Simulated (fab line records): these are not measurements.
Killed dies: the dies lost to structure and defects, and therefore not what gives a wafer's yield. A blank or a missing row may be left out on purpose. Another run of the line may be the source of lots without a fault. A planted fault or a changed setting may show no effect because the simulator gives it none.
Chamber matching    flow gf180mcu    GF_CONTACT_CMP_04 on cmp-02: 4 sister chambers
The step polishes SiO2. 8 wafers are shown with their chamber, then 7 later ones without.

## WAFERS PAIRED WITH THEIR CHAMBERS
wafer   chamber  motor_current_A (A)  time_to_endpoint_s (s)
L184.3  3        11.5                 108
L188.5  2        11.9                 117
L188.6  1        13.0                 112
L192.1  1        13.2                 109
L192.2  0        9.9                  99
L192.5  0        10.4                 109
L193.1  2        11.4                 109
L193.4  3        11.9                 109

## WAFERS MISSING THEIR CHAMBER
wafer   motor_current_A (A)  time_to_endpoint_s (s)
L193.5  13.0                 114
L201.2  10.1                 111
L201.3  11.2                 112
L201.4  12.7                 111
L203.4  11.7                 114
L203.5  10.6                 111
L203.6  11.4                 108

## CHAMBER TAKEN BY EACH
wafer   from the rows above           in truth
L193.5  1                             1
L201.2  0                             0
L201.3  can't be placed: 2 or 3       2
L201.4  1                             1
L203.4  can't be placed: 2 or 3       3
L203.5  can't be placed: 0 or 2 or 3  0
L203.6  can't be placed: 3 or 2       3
Correct placement for 3 of the 7. Can't be placed from these rows: 4 (the true chamber is among the candidates in 4). Placed wrongly: 0.
How it was worked out, from the rows above alone: a wafer's distance from a chamber is the root of the sum, over the readings, of the square of ((its reading less the chamber's mean) divided by the reading's scatter). If the next closest chamber is less than 2 further off than the closest, the wafer can't be placed; otherwise it belongs to the closest. For every chamber, the mean is computed from those of its wafers that are shown. The scatter: take each reading less its chamber's mean, square it, sum over the shown wafers, divide by the number of wafers less the number of chambers, and take the root.
